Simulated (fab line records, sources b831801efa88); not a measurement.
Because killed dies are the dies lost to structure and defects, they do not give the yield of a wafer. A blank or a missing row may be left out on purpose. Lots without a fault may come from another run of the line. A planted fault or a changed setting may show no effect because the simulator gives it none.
8D (eight disciplines) problem report, filled in by code || flow sky130 || the parts of the form that need people (team, actions taken, sign-off) are left out

## 1. PROBLEM STATEMENT
Mean of strip_time_to_endpoint_s at SKY_SD_N_STRIP_11: 22.79 s across 6 wafers in 2 lots; on wafers with no fault it is 22.57 s (standard deviation 0.038). That is +5.7 standard deviations from the usual mean.
The step: strips in O2/N2.
First seen on wafer L285.1, day 30 11:28, on plasma_asher-03. The record holds 36 wafers of 12 lots with a number at this step. Rule for "out", or "out of limits": more than 4 standard deviations from the usual mean. The rest of the wafers with a number are treated as sound.

## 2. WHAT IT IS, AND WHAT IT ISN'T
{"question": "which readings at this step", "is": "strip_time_to_endpoint_s", "is not": "drypump_motor_current_A"}
{"question": "which lots", "is": "L285, L288", "is not": "L278, L279, L280, L282, L284, L295, L296, L298, L300, L301"}
{"question": "which wafers of those lots", "is": "all that have a number", "is not": "-"}
{"question": "read on which tools", "is": "plasma_asher-03, plasma_asher-04", "is not": "plasma_asher-01"}
{"question": "when", "is": "from day 30 11:28", "is not": "up to then (15 sound wafers); but 15 sound wafers of L295, L296, L298, L300, L301 came after"}

## 3. SUSPECTS, AND WHAT RULES EACH OUT
Counting: a tool at any process step up to the reading remains a suspect when it ran all the lots that are out and ran no sound lot after the first of those.
- litho_track-01 at SKY_SD_N_COAT_02 (resist thk 1140 nm): ruled out as a lasting fault. Following L285 (day 29 21:11), the first lot on it that is out, the sound lots L295, L301 were run on it.
Left after counting: nothing in the record.

## 4. THE CAUSE (what the simulator had put in)
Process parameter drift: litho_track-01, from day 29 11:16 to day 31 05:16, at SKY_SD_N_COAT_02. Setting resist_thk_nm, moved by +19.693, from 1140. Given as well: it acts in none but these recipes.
The count ruled it out by mistake, since the rule takes a fault to strike every lot its tool runs from the start of the fault on, and this one did not do so.

## 5. SEQUENCE OF EFFECTS, ordered by route
Each row: a reading where the mean over the struck wafers with a number is more than 3 standard deviations away from the usual. Scope: only readings with a usual standard deviation given in the record; hours: median across lots of the time from each lot's start at the first step in this table that gives one to its start at this step; sigmas: change in usual standard deviations.
{"hours": 0, "step": "SKY_SD_N_STRIP_11", "reading": "strip_time_to_endpoint_s", "usual": "22.57 s", "on struck wafers": 22.79, "change": "+0.22", "sigmas": "+5.7"}
Its process steps:
- SKY_SD_N_STRIP_11: strips in O2/N2.

## 6. HOW IT WOULD HAVE BEEN CAUGHT EARLIER
In this record no reading fell out of limits until day 30 11:28, 24 hours after the fault had begun at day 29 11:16.
